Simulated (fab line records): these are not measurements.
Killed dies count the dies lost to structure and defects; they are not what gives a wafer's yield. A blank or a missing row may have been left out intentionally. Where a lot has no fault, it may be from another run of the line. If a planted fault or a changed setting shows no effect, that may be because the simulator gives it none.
2 desks, one fault ; flow gf180mcu ; numbers are kept per desk, each desk with only its own; the story behind them comes last

## FOR THE TOOL OWNER'S DESK: lithoTrack-03
The tool's own readings at GF_V4_PEB_12 (peb time 90 s): means of the sampled wafers that have a number, for each lot that ran on this tool. Marked OUT: a lot whose mean sits more than 4 standard deviations from the usual mean, which makes it out of limits; the brackets give that distance.
Columns: A = heaterPowerTotalW at GF_V4_PEB_12, usual 85.69 W
lot;first seen here;A
L463;day 24 21:28;85.82
L464;day 25 09:10;85.69
L466;day 26 04:56;85.64
L469;day 27 03:11;85.76
L472;day 27 23:32;85.64
L473;day 28 07:32;85.73
L474;day 28 11:36;85.68
L482;day 30 22:09;108.18 (+99 or more) OUT
L484;day 31 13:53;107.97 (+99 or more) OUT
This desk's finding: out of limits on L482, L484; first on L482, day 30 22:09 (heaterPowerTotalW at GF_V4_PEB_12). Within limits: L463, L464, L466, L469, L472, L473, L474.

## AT THE METROLOGY DESK
What the gauges read for every lot (on any tool): the sampled wafers with a number, averaged. Marked OUT: a lot whose mean sits more than 4 standard deviations from the usual mean, which makes it out of limits; the brackets give that distance.
Columns: A = cdNm at GF_V4_CD_MEAS_14, usual 260.1 nm
lot;first seen here;A
L462;day 24 16:17;260.9
L463;day 24 21:48;259.3
L464;day 25 09:30;261.0
L466;day 26 05:17;260.1
L468;day 26 08:38;258.6
L469;day 27 03:32;260.2
L470;day 27 05:32;259.4
L472;day 27 23:53;259.0
L473;day 28 07:56;261.8
L474;day 28 11:55;260.2
L475;day 28 21:56;262.6
L482;day 30 22:28;234.0 (-24) OUT
L484;day 31 14:11;232.5 (-25) OUT
This desk's finding: out of limits on L482, L484; first on L482, day 30 22:28 (cdNm at GF_V4_CD_MEAS_14). Within limits: L462, L463, L464, L466, L468, L469, L470, L472, L473, L474, L475.

## PUT TOGETHER
At day 30 22:09, on L482, L484, the tool owner's desk was in a position to raise an alarm.
L482, L484 would have let the metrology desk raise an alarm at day 30 22:28.
The lots listed all ran GF_V4_PEB_12 on lithoTrack-03.

## WHAT THE SIMULATOR HAD INSERTED
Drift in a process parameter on lithoTrack-03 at GF_V4_PEB_12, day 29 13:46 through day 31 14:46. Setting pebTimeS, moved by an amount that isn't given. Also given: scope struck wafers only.
Shown lots that were struck: L482, L484.
Time in hours from fault onset to the first out-of-limits reading at each desk: tool owner's desk 32, metrology desk 33.
